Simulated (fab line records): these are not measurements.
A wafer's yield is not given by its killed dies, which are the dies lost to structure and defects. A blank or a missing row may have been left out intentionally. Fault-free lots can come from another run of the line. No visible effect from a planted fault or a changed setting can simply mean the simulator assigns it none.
fab line records	flow sky130
record: lots: 12	wafers: 36	lastDay: 50
route steps=708 shown VIA1@482 VIA3@589 METAL4@599 PASSIVATION@682 PAD_OPEN@708
lots untouched by any fault: they come from a run of this same line in which no faults occurred
startH: hours from the record's first day to the start of the lot's first wafer shown	waitH: how many hours have passed since the lot's step before this one	" same as the row above	L1.1+2: a row that stands for several wafers	- either no value or no given start	* or withheld: withheld	< > ~ a bound
route shown NAME@n: names a module that has steps shown in the file, with the first one's number in the route	usual: mean/standard deviation taken from wafers without a fault	same: alike in all rows	chamber/n: place in a boat	sites: each site's reading	_std_site: the values' standard deviation	_edge_site: outer sites' mean less inner sites'	radiusMm: for every site, how far away it sits from the centre of the wafer	mask NAME#n: copy n	behind: the tool/chamber that last shaped the wafer	hold: why the lot went on hold/how many hours it stayed there/how the hold came to an end	device: which transistor (n, p or np) failed to switch	end of line: at the end of the route, the tests of the same wafers	a step given without rows: its recipe and nothing more	killed: count of dies lost to structure and defects at first sort (not the wafer's yield)	map: per-die view of a wafer (x killed, . not killed, _ where there is no die)
set.NAME: the setting the step ran with; set.NAME@STEP: the setting that earlier step ran with	model.NAME: the simulator's own value behind a step, which no gauge read
a sample of lots followed through the steps of the route, with each step as a table and each wafer as a row
services: a tool's chamber out of use, with start hour (startH, from the record's first day; less than 0 if before it), hours out, and reason
== steps ==
step: SKY_VIA1_CMP_24
recipe: stopOn: SiO2	tOverpolishS: 15	downForcePsi: 3.5	platenRpm: 60	targetThkNm: 0	padVelocityMS: 0.94248
usual: motorCurrentA: 11.2/0.86	overpolishRunS: 15.001/0.0086	timeToEndpointS: 66.6/2.6
same: tOverpolishS: 15
lot.wafer	tool	chamber	startH	waitH	motorCurrentA	overpolishRunS	timeToEndpointS
L927.3	cmp-02	1	783.44	0.0	12.1	14.999	66.0
L927.1	"	2	"	"	12.3	14.988	64.8
L927.2	"	3	"	"	11.7	14.994	65.8
L928.4	cmp-01	3	800.71	0.0	11.6	14.999	64.4
L928.1	"	1	"	"	12.3	15.013	67.1
L928.5	"	3	"	"	11.7	14.998	67.0
L929.3	cmp-02	1	813.46	0.0	11.9	15.004	64.7
L929.4	"	3	"	"	11.2	15.005	65.2
L929.1	"	0	"	"	9.7	14.996	61.5
L930.4	cmp-01	3	822.20	0.0	11.9	14.998	66.2
L930.1	"	1	"	"	11.7	15.000	64.4
L930.6	"	0	"	"	10.3	14.979	63.9
L938.1	cmp-01	2	878.99	0.1	10.5	14.996	69.0
L938.2	"	3	"	"	11.8	14.992	65.8
L938.5	"	1	"	"	12.0	14.998	64.6
L940.3	cmp-01	0	894.31	0.1	10.4	14.996	67.2
L940.1	"	1	"	"	12.5	15.017	67.6
L940.2	"	2	"	"	10.5	14.991	70.5
L942.4	cmp-02	1	914.23	0.0	12.0	14.989	62.8
L942.1	"	2	"	"	11.7	15.009	63.5
L942.6	"	2	"	"	11.6	14.996	64.5
L943.1	cmp-02	2	917.09	0.1	10.9	15.002	63.5
L943.3	"	0	"	"	9.5	15.005	63.1
L943.6	"	3	"	"	11.5	15.021	66.8
L947.3	cmp-01	1	945.17	0.3	11.8	14.992	68.3
L947.1	"	0	"	"	11.2	15.010	66.0
L947.6	"	1	"	"	12.3	14.987	68.3
L948.4	cmp-02	2	949.86	0.1	12.6	14.996	66.6
L948.1	"	3	"	"	11.2	15.003	68.1
L948.5	"	1	"	"	11.0	15.009	69.2
L949.2	cmp-02	2	953.57	0.2	11.5	14.998	68.9
L949.6	"	3	"	"	12.1	15.003	69.8
L949.5	"	0	"	"	9.3	15.005	67.4
L950.3	cmp-02	0	975.09	0.1	9.9	15.012	65.6
L950.4	"	1	"	"	11.4	15.002	65.7
L950.5	"	3	"	"	12.1	14.985	64.7
step: SKY_VIA3_STRIP_16
recipe: chemistry: O2/N2	powerW: 1400	pressureMtorr: 1500	platenTempC: withheld	o2FlowSccm: 3000	n2FlowSccm: 300	overashFraction: 0.5
usual: drypumpMotorCurrentA: 5.6/0.36	n2FlowSccm: 299.9/0.76	oesProductAu: 0.402/0.0043	stripTimeToEndpointS: 4.121/0.025
lot.wafer	tool	chamber	startH	waitH	drypumpMotorCurrentA	n2FlowSccm	oesProductAu	rfHoursCounterH	stripTimeToEndpointS
L927.1	plasmaAsher-01	0	920.62	0.0	6.1	300.1	0.400	78	4.118
L927.2	"	1	"	"	5.9	299.9	0.397	78	4.113
L927.3	"	1	"	"	5.9	299.1	0.404	-	4.118
L928.1	plasmaAsher-03	0	935.67	0.0	5.4	299.5	0.406	50	4.114
L928.4	"	0	"	"	5.3	298.9	0.398	-	4.142
L928.5	"	1	"	"	5.6	301.9	0.397	-	4.130
L929.1	plasmaAsher-03	0	950.27	0.0	5.4	299.8	0.400	51	4.140
L929.3	"	0	"	"	5.4	298.6	0.398	-	4.126
L929.4	"	1	"	"	5.6	299.7	0.400	-	4.144
L930.1	plasmaAsher-01	0	954.73	0.0	6.1	299.9	0.399	81	4.151
L930.4	"	0	"	"	6.1	300.3	0.405	-	4.159
L930.6	"	1	"	"	5.9	299.5	0.404	-	4.127
L938.1	plasmaAsher-04	1	1007.67	0.0	4.9	299.8	0.404	118	4.127
L938.2	"	0	"	"	5.4	300.1	0.403	118	4.139
L938.5	"	0	"	"	5.4	299.2	0.410	-	4.135
L940.1	plasmaAsher-03	0	1021.62	0.0	5.3	299.6	0.404	58	4.107
L940.2	"	1	"	"	5.6	302.2	0.410	58	4.137
L940.3	"	1	"	"	5.6	300.8	0.399	-	4.123
L942.1	plasmaAsher-03	1	1038.54	0.0	5.6	299.9	0.405	60	4.172
L942.4	"	0	"	"	5.4	300.2	0.400	-	4.140
L942.6	"	1	"	"	5.6	299.7	0.404	-	4.148
L943.1	plasmaAsher-01	1	1041.97	0.0	5.9	301.2	0.400	90	4.141
L943.3	"	0	"	"	6.1	300.1	0.407	-	4.097
L943.6	"	0	"	"	6.1	300.0	0.402	-	4.116
L947.1	plasmaAsher-01	0	1067.88	0.0	6.1	300.5	0.403	92	4.108
L947.3	"	1	"	"	5.9	299.6	0.394	-	4.088
L947.6	"	1	"	"	5.9	299.7	0.404	-	4.096
L948.1	plasmaAsher-04	0	1070.13	0.0	5.5	301.3	0.404	1	4.133
L948.4	"	1	"	"	4.9	299.3	0.397	-	4.110
L948.5	"	0	"	"	5.5	299.7	0.408	-	4.103
L949.2	plasmaAsher-01	0	1073.67	0.0	6.1	300.4	0.400	93	4.102
L949.5	"	0	"	"	6.1	300.5	0.395	-	4.103
L949.6	"	1	"	"	5.9	299.4	0.404	-	4.141
L950.3	plasmaAsher-01	0	1093.12	0.1	6.1	298.9	0.397	-	4.046
L950.4	"	1	"	"	5.9	300.5	0.398	-	4.092
L950.5	"	0	"	"	6.0	299.0	0.402	-	4.089
step: SKY_METAL4_SPUTTER_01
recipe: material: TiN	targetThkNm: 20	powerW: 6500	timeS: 16.7	chamberPressurePa: 0.4
usual: throttleValvePct: 29.6/1.2
lot.wafer	tool	chamber	startH	waitH	throttleValvePct
L927.1	pvdSputter-01	-	921.90	0.0	29.6
L927.2	"	-	"	"	30.1
L927.3	"	-	"	"	30.0
L928.1	pvdSputter-01	-	936.95	0.0	29.8
L928.4	"	-	"	"	29.8
L928.5	"	-	"	"	29.6
L929.1	pvdSputter-02	-	951.55	0.0	26.2
L929.3	"	-	"	"	31.4
L929.4	"	-	"	"	28.7
L930.1	pvdSputter-02	-	956.14	0.0	31.3
L930.4	"	-	"	"	30.0
L930.6	"	-	"	"	26.2
L938.1	pvdSputter-02	-	1008.99	0.0	26.2
L938.2	"	-	"	"	31.5
L938.5	"	-	"	"	31.4
L940.1	pvdSputter-01	-	1022.93	0.0	29.4
L940.2	"	-	"	"	30.3
L940.3	"	-	"	"	29.6
L942.1	pvdSputter-02	-	1039.82	0.0	31.5
L942.4	"	-	"	"	30.1
L942.6	"	-	"	"	30.0
L943.1	pvdSputter-04	-	1044.00	0.0	30.6
L943.3	"	-	"	"	28.8
L943.6	"	-	"	"	30.1
L947.1	pvdSputter-04	-	1069.17	0.0	30.9
L947.3	"	-	"	"	28.7
L947.6	"	-	"	"	29.6
L948.1	pvdSputter-02	-	1071.42	0.0	30.2
L948.4	"	-	"	"	31.3
L948.5	"	-	"	"	31.5
L949.2	pvdSputter-04	-	1075.00	0.0	29.6
L949.5	"	-	"	"	30.2
L949.6	"	-	"	"	31.1
L950.3	pvdSputter-04	-	1094.40	0.0	31.0
L950.4	"	-	"	"	28.8
L950.5	"	-	"	"	30.2
step: SKY_PASSIVATION_THK_MEAS_01
recipe: reads: SiO2_of_PASSIVATION_CVD_00
usual: PASSIVATION_CVD_00_THK: 89.5/1
lot.wafer	tool	chamber	startH	waitH	PASSIVATION_CVD_00_THK[nm]
L927.1	filmMetro-04	-	1021.77	-	88.5
L927.2	"	-	"	"	88.0
L927.3	"	-	"	"	89.5
L928.1	filmMetro-01	-	1036.96	-	90.1
L928.4	"	-	"	"	90.5
L928.5	"	-	"	"	91.7
L929.1	filmMetro-03	-	1049.11	-	89.0
L929.3	"	-	"	"	88.2
L929.4	"	-	"	"	89.5
L930.1	filmMetro-01	-	1052.81	-	89.2
L930.4	"	-	"	"	90.0
L930.6	"	-	"	"	88.8
L938.1	filmMetro-04	-	1099.46	-	88.8
L938.2	"	-	"	"	88.1
L938.5	"	-	"	"	89.4
L940.1	filmMetro-04	-	1113.06	-	88.1
L940.2	"	-	"	"	87.4
L940.3	"	-	"	"	87.6
L942.1	filmMetro-03	-	1128.07	-	88.4
L942.4	"	-	"	"	89.6
L942.6	"	-	"	"	88.8
L943.1	filmMetro-01	-	1130.37	-	89.5
L943.3	"	-	"	"	88.6
L943.6	"	-	"	"	88.8
L947.1	filmMetro-04	-	1151.96	-	88.3
L947.3	"	-	"	"	88.9
L947.6	"	-	"	"	90.0
L948.1	filmMetro-03	-	1155.11	-	88.3
L948.4	"	-	"	"	88.3
L948.5	"	-	"	"	90.1
L949.2	filmMetro-01	-	1158.33	-	88.3
L949.5	"	-	"	"	88.8
L949.6	"	-	"	"	89.9
L950.3	filmMetro-01	-	1173.34	-	89.6
L950.4	"	-	"	"	90.9
L950.5	"	-	"	"	90.6
step: SKY_PAD_OPEN_PROBE_99
usual: defectLimitedYield: 82.7/2.1	killed_at_M0_to_M3: 43/7.2	killed_at_M4_up: 3.0/1.7	killedAtContacts: 24/5.3	killedAtFrontEnd: 15/4.6	killedAtOther: 0.3/0.5	killedDies: 85/10	killedOnRim: 17/3.8	killedOpen: 46/7.2	killedShort: 39/6.4	sort_bin_3_pad_short: 0.9/0.42	sort_bin_5_function: 10.2/1.6	sort_bin_6_memory: 6.2/1	sortNPass: 407/10	sortYieldPct: 82.7/2.1
same: grossDies: 492	killedAtBackSide: 0	sort_bin_4_leakage[%]: 0	sort_bin_8_speed[%]: 0
lot.wafer	tool	chamber	startH	waitH	defectLimitedYield[%]	killed_at_M0_to_M3	killed_at_M4_up	killedAtContacts	killedAtFrontEnd	killedAtOther	killedDies	killedOnRim	killedOpen	killedShort	sort_bin_3_pad_short[%]	sort_bin_5_function[%]	sort_bin_6_memory[%]	sortNPass	sortYieldPct[%]
L928.1	prober-01	-	1083.75	0.1	80.1	53	3	22	19	1	98	17	53	45	1.0	11.4	7.5	394	80.1
L928.4	prober-01	-	1083.90	0.2	81.7	49	1	27	13	0	90	16	48	42	1.4	10.6	6.3	402	81.7
L928.5	prober-01	-	1083.95	0.2	82.9	41	3	21	19	0	84	20	51	33	0.4	10.4	6.3	408	82.9
L938.1	prober-01	-	1140.49	0.1	82.5	40	3	30	12	1	86	17	57	29	0.8	10.0	6.7	406	82.5
L938.2	prober-01	-	1140.54	0.1	83.9	39	2	25	13	0	79	15	45	34	0.6	10.2	5.3	413	83.9
L938.5	prober-01	-	1140.69	0.2	49.6	220	3	17	8	0	248	52	21	32	2.4	30.9	17.1	244	49.6
L940.1	prober-01	-	1153.74	0.1	51.2	206	2	17	15	0	240	43	37	22	3.0	31.3	14.4	252	51.2
L940.2	prober-01	-	1153.79	0.1	82.3	40	4	25	18	0	87	18	52	35	0.8	11.6	5.3	405	82.3
L940.3	prober-01	-	1153.84	0.2	80.7	42	4	33	16	0	95	20	52	43	1.2	12.0	6.1	397	80.7
L942.1	prober-01	-	1167.63	0.1	84.8	42	2	19	12	0	75	17	47	28	1.0	9.6	4.7	417	84.8
L942.4	prober-01	-	1167.78	0.2	82.1	51	7	9	20	1	88	21	46	42	1.0	9.6	7.3	404	82.1
L942.6	prober-01	-	1167.88	0.2	83.5	41	4	26	10	0	81	15	44	37	0.2	8.9	7.3	411	83.5
L943.1	prober-02	-	1169.58	0.1	81.9	43	2	38	6	0	89	21	53	36	1.2	10.2	6.7	403	81.9
L943.3	prober-02	-	1169.68	0.2	85.6	32	3	25	11	0	71	18	39	32	0.4	8.5	5.5	421	85.6
L943.6	prober-02	-	1169.83	0.2	87.0	37	1	19	7	0	64	10	38	26	0.2	7.5	5.3	428	87.0
L947.6	prober-02	-	1188.55	0.2	82.7	46	2	18	19	0	85	15	48	37	0.6	11.6	5.1	407	82.7
L948.4	prober-01	-	1191.50	0.2	82.7	39	1	22	23	0	85	20	53	32	0.8	10.8	5.7	407	82.7
L949.2	prober-02	-	1193.50	0.1	82.1	46	3	29	9	1	88	17	50	38	1.4	10.2	6.3	404	82.1
L950.3	prober-01	-	1207.45	0.2	83.1	36	4	24	19	0	83	15	46	37	1.6	8.5	6.7	409	83.1
L950.4	prober-01	-	1207.50	0.2	83.7	40	1	25	13	1	80	11	45	35	0.8	9.6	5.9	412	83.7
L950.5	prober-01	-	1207.55	0.2	82.9	40	4	23	16	1	84	14	45	39	0.8	8.1	8.1	408	82.9
killed by level:class
L928.1 VIA3:geometricParticle:open=14 VIA1:geometricParticle:open=11 CONTACT:geometricParticle:open=9 POLY_GATE:geometricParticle:short=8 VIA2:geometricParticle:open=8 CONTACT:geometricParticle:short=5 VIA1:geometricParticle:short=5 POLY_CUT:geometricParticle:short=4
L928.4 VIA1:geometricParticle:open=15 CONTACT:geometricParticle:open=7 VIA2:geometricParticle:open=7 CONTACT:geometricParticle:short=6 LI_CONTACT:geometricParticle:short=5 LI_CONTACT:geometricParticle:open=5 METAL3:geometricParticle:short=5 VIA1:geometricParticle:short=5
L928.5 VIA1:geometricParticle:open=10 VIA2:geometricParticle:open=8 LI_CONTACT:geometricParticle:open=7 CONTACT:geometricParticle:open=6 VIA3:geometricParticle:open=6 FIELD_ISO:geometricParticle:short=5 POLY_GATE:geometricParticle:short=5 LOCAL_INTERCONNECT:geometricParticle:short=5
L938.1 LI_CONTACT:geometricParticle:open=12 CONTACT:geometricParticle:open=10 VIA3:geometricParticle:open=9 VIA1:geometricParticle:open=7 LOCAL_INTERCONNECT:geometricParticle:open=5 VIA1:geometricParticle:short=5 VIA2:geometricParticle:open=4 VIA2:geometricParticle:short=4
L938.2 LI_CONTACT:geometricParticle:open=8 VIA1:geometricParticle:open=8 POLY_GATE:geometricParticle:open=7 CONTACT:geometricParticle:open=7 METAL2:geometricParticle:short=7 VIA2:geometricParticle:open=6 CONTACT:geometricParticle:short=6 METAL1:geometricParticle:short=5
L938.5 VIA1:unspecified=195 CONTACT:geometricParticle:short=7 CONTACT:geometricParticle:open=5 METAL2:geometricParticle:short=5 VIA1:geometricParticle:open=5 SPACER:geometricParticle:short=4 LI_CONTACT:geometricParticle:open=3 METAL1:geometricParticle:short=3
L940.1 VIA1:unspecified=181 VIA2:geometricParticle:open=7 POLY_GATE:geometricParticle:open=6 CONTACT:geometricParticle:open=6 FIELD_ISO:geometricParticle:short=4 VIA1:geometricParticle:open=4 LI_CONTACT:geometricParticle:short=3 LI_CONTACT:geometricParticle:open=3
L940.2 CONTACT:geometricParticle:open=12 VIA1:geometricParticle:open=9 VIA2:geometricParticle:open=9 FIELD_ISO:geometricParticle:open=7 VIA3:geometricParticle:open=7 FIELD_ISO:geometricParticle:short=6 METAL3:geometricParticle:short=5 LI_CONTACT:geometricParticle:open=4
L940.3 LI_CONTACT:geometricParticle:open=10 VIA1:geometricParticle:open=9 CONTACT:geometricParticle:open=8 VIA2:geometricParticle:open=8 POLY_GATE:geometricParticle:short=6 LI_CONTACT:geometricParticle:short=6 CONTACT:geometricParticle:short=5 VIA1:geometricParticle:short=5
L942.1 VIA1:geometricParticle:open=10 LI_CONTACT:geometricParticle:open=7 CONTACT:geometricParticle:open=7 FIELD_ISO:geometricParticle:open=6 METAL1:geometricParticle:short=6 METAL2:geometricParticle:short=6 VIA2:geometricParticle:open=5 VIA2:geometricParticle:short=4
L942.4 VIA1:geometricParticle:open=8 VIA2:geometricParticle:open=8 FIELD_ISO:geometricParticle:open=7 VIA3:geometricParticle:open=7 METAL1:geometricParticle:short=6 VIA1:geometricParticle:short=6 METAL2:geometricParticle:short=5 POLY_GATE:geometricParticle:short=4
L942.6 LI_CONTACT:geometricParticle:open=10 METAL2:geometricParticle:short=7 VIA1:geometricParticle:open=7 VIA2:geometricParticle:open=7 VIA3:geometricParticle:open=6 CONTACT:geometricParticle:open=6 CONTACT:geometricParticle:short=6 FIELD_ISO:geometricParticle:open=4
L943.1 CONTACT:geometricParticle:open=12 VIA1:geometricParticle:open=10 LI_CONTACT:geometricParticle:open=9 CONTACT:geometricParticle:short=8 LOCAL_INTERCONNECT:geometricParticle:short=7 VIA2:geometricParticle:open=7 METAL1:geometricParticle:short=6 VIA3:geometricParticle:open=5
L943.3 CONTACT:geometricParticle:open=10 VIA3:geometricParticle:open=8 METAL1:geometricParticle:short=7 METAL2:geometricParticle:short=6 LI_CONTACT:geometricParticle:open=5 CONTACT:geometricParticle:short=5 VIA1:geometricParticle:open=4 LOCAL_INTERCONNECT:geometricParticle:open=3
L943.6 VIA1:geometricParticle:open=10 CONTACT:geometricParticle:open=9 METAL2:geometricParticle:short=6 LI_CONTACT:geometricParticle:open=5 VIA2:geometricParticle:short=5 VIA2:geometricParticle:open=5 LOCAL_INTERCONNECT:geometricParticle:short=3 VIA1:geometricParticle:short=3
L947.6 METAL2:geometricParticle:short=9 VIA2:geometricParticle:open=9 CONTACT:geometricParticle:open=7 VIA1:geometricParticle:open=6 VIA3:geometricParticle:open=6 POLY_GATE:geometricParticle:short=5 FIELD_ISO:geometricParticle:short=4 POLY_GATE:geometricParticle:open=4
L948.4 VIA1:geometricParticle:open=11 FIELD_ISO:geometricParticle:short=9 FIELD_ISO:geometricParticle:open=8 LI_CONTACT:geometricParticle:open=8 CONTACT:geometricParticle:open=8 VIA1:geometricParticle:short=7 VIA2:geometricParticle:open=7 CONTACT:geometricParticle:short=5
L949.2 VIA1:geometricParticle:open=16 CONTACT:geometricParticle:open=10 LOCAL_INTERCONNECT:geometricParticle:short=9 METAL2:geometricParticle:short=8 LI_CONTACT:geometricParticle:open=6 VIA2:geometricParticle:open=6 POLY_GATE:geometricParticle:open=4 VIA1:geometricParticle:short=4
L950.3 VIA1:geometricParticle:open=10 LI_CONTACT:geometricParticle:open=8 POLY_GATE:geometricParticle:short=7 CONTACT:geometricParticle:open=6 METAL1:geometricParticle:short=5 FIELD_ISO:geometricParticle:short=4 FIELD_ISO:geometricParticle:open=4 CONTACT:geometricParticle:short=4
L950.4 VIA3:geometricParticle:open=12 VIA1:geometricParticle:open=9 CONTACT:geometricParticle:open=7 LI_CONTACT:geometricParticle:open=5 LOCAL_INTERCONNECT:geometricParticle:short=5 VIA1:geometricParticle:short=5 FIELD_ISO:geometricParticle:open=4 METAL1:geometricParticle:short=4
L950.5 LI_CONTACT:geometricParticle:open=9 VIA1:geometricParticle:open=8 POLY_GATE:geometricParticle:open=5 VIA3:geometricParticle:open=5 CONTACT:geometricParticle:open=5 METAL2:geometricParticle:short=5 VIA2:geometricParticle:short=5 POLY_GATE:geometricParticle:short=4
== services ==
tool	chamber	startH	hours	kind
cmp-01	-	765.61	1.4	repair
cmp-02	-	776.94	2.9	repair
pvdSputter-02	-	782.67	3.3	repair
plasmaAsher-01	-	794.48	8.2	repair
pvdSputter-02	-	833.03	6.0	repair
pvdSputter-02	-	848.86	2.2	repair
cmp-01	-	851.03	0.9	repair
cmp-01	-	857.49	1.8	repair
cmp-01	-	862.21	9.2	pm
plasmaAsher-01	-	896.48	1.1	repair
cmp-02	-	907.78	4.9	pm
cmp-01	-	915.72	4.0	pm
pvdSputter-02	-	922.04	4.1	repair
cmp-01	-	922.85	0.3	repair
cmp-02	-	938.69	9.6	repair
pvdSputter-02	-	941.44	5.5	repair
cmp-01	-	948.49	2.1	repair
pvdSputter-02	-	952.73	1.2	repair
cmp-01	-	957.59	0.3	repair
cmp-01	-	965.11	3.5	repair
cmp-02	-	977.60	4.2	pm
cmp-02	-	997.06	0.7	repair
cmp-02	-	1039.80	12.7	pm
cmp-02	-	1084.11	4.0	pm
== key ==
firstSign: step: SKY_PAD_OPEN_PROBE_99	reading: killed_at_M0_to_M3	direction: up	sigmas: 24	usual: 43	struck: 213
effect: step: SKY_PAD_OPEN_PROBE_99	reading: defectLimitedYield	direction: down	sigmas: 16	usual: 82.7	struck: 50.4
metAt SKY_VIA1_CMP_24
struckLots L938,L940
struckWafers L938.5,L940.1
notActingAt SKY_VIA3_STRIP_16,SKY_METAL4_SPUTTER_01,SKY_PASSIVATION_THK_MEAS_01
onsetBetween 822.20 878.99
fault: kind: chamberParticleSource	tool: cmp-01	chamber: 1	onsetH: 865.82	steps: SKY_VIA1_CMP_24	ratePerVisitCm2: 1.0235	endH: 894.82
